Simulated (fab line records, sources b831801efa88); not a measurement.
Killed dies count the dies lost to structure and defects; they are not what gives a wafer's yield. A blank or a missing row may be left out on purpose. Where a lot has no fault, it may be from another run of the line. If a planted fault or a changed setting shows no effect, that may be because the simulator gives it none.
2 desks looking at one fault ; flow sky130 ; numbers are kept per desk, each desk with only its own; the story behind them comes last

AT THE METROLOGY DESK
Means of the sampled wafers that have a number, per lot and without regard to the tool the lot ran on: this is what the gauges read. The brackets show how far a lot's mean lies from the usual mean; more than 4 standard deviations puts the lot out of limits, marked OUT.
Columns: A = PWDE_TW at SKY_PWDE_TW_MEAS_10, usual 372; B = NWELL_00_OVL at SKY_NWELL_OVL_MEAS_10, usual -0.1 nm
lot;first seen here;A;B
L162;day 4 03:04;378;-1.6
L169;day 6 01:39;367;1.1
L171;day 6 06:12;375;-1.4
L173;day 6 17:39;373;0.2
L176;day 7 09:48;368;-0.4
L183;day 9 18:17;376;-0.1
L184;day 9 18:39;373;-0.9
This desk's verdict: no lot among the 7 shows anything out of limits.

AT THE TOOL OWNER'S DESK: implanter-04
The tool's own readings at SKY_NWELL_IMPLANT_12: means of the sampled wafers that have a number, for each lot that ran on this tool. The brackets show how far a lot's mean lies from the usual mean; more than 4 standard deviations puts the lot out of limits, marked OUT.
Columns: A = doseIonsCm2 at SKY_NWELL_IMPLANT_12, usual 1.2999e+12; B = faradayCurrentUA at SKY_NWELL_IMPLANT_12, usual 7.30
lot;first seen here;A;B
L169;day 6 21:03;1.4089e+12 (+84) OUT;7.87 (+4.4) OUT
L171;day 7 00:57;1.4104e+12 (+85) OUT;7.94 (+4.9) OUT
L173;day 7 12:02;1.4074e+12 (+83) OUT;7.83 (+4.1) OUT
L184;day 10 16:38;1.3000e+12;7.36
This desk's finding: out of limits on L169, L171, L173; first on L169, day 6 21:03 (doseIonsCm2 at SKY_NWELL_IMPLANT_12). Within limits: L184.

TAKEN TOGETHER
The tool owner's desk had the chance to raise an alarm at day 6 21:03 on L169, L171, L173.
From the metrology desk's view, nothing was out of limits.
The metrology desk has L169, L171, L173 on record, within its limits.
SKY_NWELL_IMPLANT_12 was run on implanter-04 by each of the lots named.

WHAT WAS PUT IN BY THE SIMULATOR
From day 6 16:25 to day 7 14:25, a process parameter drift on implanter-04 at SKY_NWELL_IMPLANT_12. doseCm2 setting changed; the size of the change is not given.
Struck lots among those shown: L169, L171, L173.
Hours from the fault's start to each desk's first reading out of limits: the tool owner's desk, 5.
